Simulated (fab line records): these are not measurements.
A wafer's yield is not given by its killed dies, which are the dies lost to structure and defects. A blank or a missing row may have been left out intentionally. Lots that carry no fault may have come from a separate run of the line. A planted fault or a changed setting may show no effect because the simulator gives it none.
Chamber matching -- flow sky130 -- SKY_LI_CONTACT_CMP_02 on cmp-02: 4 sister chambers
The step polishes PSG. 4 wafers are shown with their chamber, then 10 later ones without.

== WAFERS, EACH WITH ITS CHAMBER ==
wafer,chamber,motor current A (A)
L083.1,2,10.3
L089.5,1,11.3
L090.2,3,10.7
L090.3,0,13.5

== WAFERS WITH NO CHAMBER GIVEN ==
wafer,motor current A (A)
L090.5,10.5
L091.1,13.1
L091.3,10.3
L091.5,11.1
L094.3,9.6
L094.5,10.3
L094.6,10.8
L095.2,10.2
L095.4,10.6
L095.6,10.8

== WHICH CHAMBER EACH WENT THROUGH ==
wafer,from the rows above,in truth
L090.5,can't be placed: 2 or 3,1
L091.1,0,0
L091.3,can't be placed: 2 or 3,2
L091.5,can't be placed: 1 or 3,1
L094.3,can't be placed: 2 or 3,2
L094.5,can't be placed: 2 or 3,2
L094.6,can't be placed: 3 or 1 or 2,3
L095.2,can't be placed: 2 or 3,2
L095.4,can't be placed: 3 or 2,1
L095.6,can't be placed: 3 or 1 or 2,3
1 of 10 placed correctly. From these rows, 9 cannot be placed; in 7 the true chamber is one of the candidates. Number placed wrongly: 0.
How it was worked out, from the rows above alone: a wafer's distance from a chamber is the root of the sum, over the readings, of the square of ((its reading less the chamber's mean) divided by the reading's scatter). The wafer belongs to the nearest chamber; if the next one is less than 2 further off, it can't be placed. Each chamber's mean is taken over the wafers shown for it. The scatter (one wafer shown for each chamber): square how far every hidden wafer sits from the nearest shown wafer, average those squares and take the square root.
